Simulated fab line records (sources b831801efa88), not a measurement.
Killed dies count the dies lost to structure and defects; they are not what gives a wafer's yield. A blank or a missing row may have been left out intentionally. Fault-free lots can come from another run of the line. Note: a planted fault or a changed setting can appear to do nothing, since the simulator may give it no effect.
Which of the tools did it?	flow sky130	12 lots with 36 wafers sampled at 6 steps, on a route of 708 steps

== WHAT EACH GAUGE READ, for each wafer ==
SKY_SD_N_RS_MEAS_16: measurement is done with a four-point probe.
lot	measured	on	SD_N_RS (ohm/sq)
L667	day 27 18:43	film metro-02	68.69 68.61 68.61
L671	day 29 03:19	film metro-01	68.51 68.56 68.35
L676	day 30 20:23	film metro-04	66.47 66.38 66.33
L677	day 31 06:40	film metro-01	66.46 66.51 66.46
L680	day 32 05:13	film metro-04	68.65 68.65 68.62
L682	day 33 01:38	film metro-02	68.59 68.77 68.52
L684	day 33 16:35	film metro-04	68.80 68.71 68.50
L685	day 34 00:07	film metro-01	68.60 68.53 68.51
L686	day 34 17:34	film metro-01	68.61 68.60 68.63
L687	day 34 19:56	film metro-01	68.49 68.42 68.58
L688	day 35 01:26	film metro-02	68.60 68.65 68.79
L689	day 35 05:34	film metro-01	68.61 68.54 68.47

SKY_SD_N_RS_MEAS_17: measurement is done with a four-point probe.
lot	measured	on	SD_P_RS (ohm/sq)
L667	day 27 18:50	film metro-02	147.0 146.9 147.1
L671	day 29 03:26	film metro-01	146.7 147.1 147.0
L676	day 30 20:31	film metro-04	136.9 136.6 136.8
L677	day 31 06:47	film metro-01	136.8 137.0 136.4
L680	day 32 05:20	film metro-04	147.5 147.9 147.3
L682	day 33 01:46	film metro-02	147.6 147.7 147.1
L684	day 33 16:43	film metro-04	147.3 147.0 146.9
L685	day 34 00:14	film metro-01	146.9 147.0 147.1
L686	day 34 17:41	film metro-01	147.2 147.4 147.0
L687	day 34 20:04	film metro-01	147.0 146.9 146.7
L688	day 35 01:33	film metro-02	148.1 147.6 147.7
L689	day 35 05:41	film metro-01	147.5 147.5 147.0

SKY_LI_CONTACT_OVL_MEAS_13.
lot	measured	on	LI_CONTACT_OVL (nm)
L667	day 28 23:49	overlay-02	-2 -1 -4
L671	day 30 08:42	overlay-02	-12 -7 -4
L676	day 32 01:37	overlay-01	-3 -1 -4
L677	day 32 11:49	overlay-01	-5 -6 -3
L680	day 33 10:14	overlay-02	-3 0 -3
L682	day 34 05:52	overlay-01	4 6 4
L684	day 34 20:56	overlay-02	-6 -12 -9
L685	day 35 05:04	overlay-02	-4 -4 -7
L686	day 35 22:43	overlay-02	-5 -4 -4
L687	day 36 00:37	overlay-01	1 4 -2
L688	day 36 05:30	overlay-02	3 -4 3
L689	day 36 09:28	overlay-02	-3 -3 3

SKY_LOCAL_INTERCONNECT_RS_MEAS_01: measurement is done with a four-point probe.
lot	measured	on	LOCAL_INTERCONNECT_TIN_RS (ohm/sq)
L667	day 29 01:08	film metro-01	14.13 14.15 14.14
L671	day 30 09:59	film metro-01	14.04 14.09 14.15
L676	day 32 02:53	film metro-02	14.23 14.22 14.41
L677	day 32 13:14	film metro-03	13.88 14.16 13.88
L680	day 33 11:31	film metro-02	14.30 14.44 14.01
L682	day 34 07:10	film metro-02	14.42 14.39 14.43
L684	day 34 22:13	film metro-03	13.96 13.70 14.00
L685	day 35 06:33	film metro-01	14.24 14.27 14.23
L686	day 35 23:58	film metro-01	14.43 14.38 14.45
L687	day 36 01:55	film metro-02	14.11 14.14 14.10
L688	day 36 06:46	film metro-03	14.49 14.45 14.32
L689	day 36 10:47	film metro-03	14.38 14.30 14.39

== WHAT TOOL EACH LOT RAN ON (gives the tool, then ch and the chambers of the sampled wafers, and finally the start) ==
lot	SKY_SD_N_RTA_14	SKY_LI_CONTACT_SPUTTER_20
L667	rtp anneal-01 ch 0, day 27 18:31	pvd sputter-01, day 29 00:20
L671	rtp anneal-01 ch 0, day 29 03:08	pvd sputter-02, day 30 09:16
L676	rtp anneal-01 ch 0, day 30 20:13	pvd sputter-03, day 32 02:08
L677	rtp anneal-01 ch 0, day 31 06:29	pvd sputter-02, day 32 12:21
L680	rtp anneal-02 ch 0, day 32 05:02	pvd sputter-01, day 33 10:46
L682	rtp anneal-02 ch 0, day 33 01:27	pvd sputter-02, day 34 06:25
L684	rtp anneal-02 ch 0, day 33 16:25	pvd sputter-03, day 34 21:28
L685	rtp anneal-01 ch 0, day 33 23:55	pvd sputter-01, day 35 05:43
L686	rtp anneal-02 ch 0, day 34 17:24	pvd sputter-02, day 35 23:14
L687	rtp anneal-01 ch 0, day 34 19:45	pvd sputter-02, day 36 01:08
L688	rtp anneal-02 ch 0, day 35 01:16	pvd sputter-02, day 36 06:02
L689	rtp anneal-01 ch 0, day 35 05:22	pvd sputter-03, day 36 09:59
- SKY_SD_N_RTA_14: time 2 s.
- SKY_LI_CONTACT_SPUTTER_20: material TiN, target thk 20 nm, time 80 s.

== AS READ BY THE TOOLS THEMSELVES (means over the sampled wafers that have a number; for cases with no such wafer, the mark the record gives instead) ==
SKY_SD_N_RTA_14.
lot	tool	lamp power pct (%)	wafer_temp_C_max
L667	rtp anneal-01	15.73	1077.0
L671	rtp anneal-01	15.74	1079.5
L676	rtp anneal-01	15.88	1091.1
L677	rtp anneal-01	15.90	1090.1
L680	rtp anneal-02	15.72	1078.3
L682	rtp anneal-02	15.72	1077.8
L684	rtp anneal-02	15.70	1078.4
L685	rtp anneal-01	15.80	1077.1
L686	rtp anneal-02	15.76	1078.2
L687	rtp anneal-01	15.78	1077.6
L688	rtp anneal-02	15.70	1078.8
L689	rtp anneal-01	15.69	1079.6

SKY_LI_CONTACT_SPUTTER_20.
lot	tool	throttle valve pct (%)
L667	pvd sputter-01	30.2
L671	pvd sputter-02	28.4
L676	pvd sputter-03	29.6
L677	pvd sputter-02	29.4
L680	pvd sputter-01	29.4
L682	pvd sputter-02	29.3
L684	pvd sputter-03	30.4
L685	pvd sputter-01	30.3
L686	pvd sputter-02	28.9
L687	pvd sputter-02	29.0
L688	pvd sputter-02	29.2
L689	pvd sputter-03	30.3

== THE ANSWER, worked out from the rows above alone ==
Rule: the lots themselves supply what counts as usual. The widest of any qualifying gaps counts: lots, ordered by their means at a reading, are off when they make up no more than a third of the lots, leave a main group of 4 or more, and stand apart from it by 3 or more times the standard deviation of that group's means. The tables above print the reading to a certain number of digits; a main group whose means all agree to those digits is not used. Also off: a lot with no number at a reading for which 4 or more lots have one. Any other lot the step has rows for is counted as sound. First the gauges in route order, then the tools' own readings, where a lot's mean is used as printed above. At the first step where some lot is off, the reading lying furthest off is the one used; lots without a number count as furthest.
Off: L676, L677, seen at SKY_SD_N_RS_MEAS_16 (SD_N_RS). The main group: mean 68.59 ohm/sq, standard deviation 0.069.
If a tool, at a process step before that reading, ran all the lots that are off and no sound lot after the first of them, it fits. The gauges at SKY_SD_N_RS_MEAS_16 aren't tried: what is off there is off at SKY_SD_N_RTA_14 too, on other tools, and a gauge's error can't cause that. Not one of the candidates tried fits.

== WHAT THE SIMULATOR HAD INSERTED ==
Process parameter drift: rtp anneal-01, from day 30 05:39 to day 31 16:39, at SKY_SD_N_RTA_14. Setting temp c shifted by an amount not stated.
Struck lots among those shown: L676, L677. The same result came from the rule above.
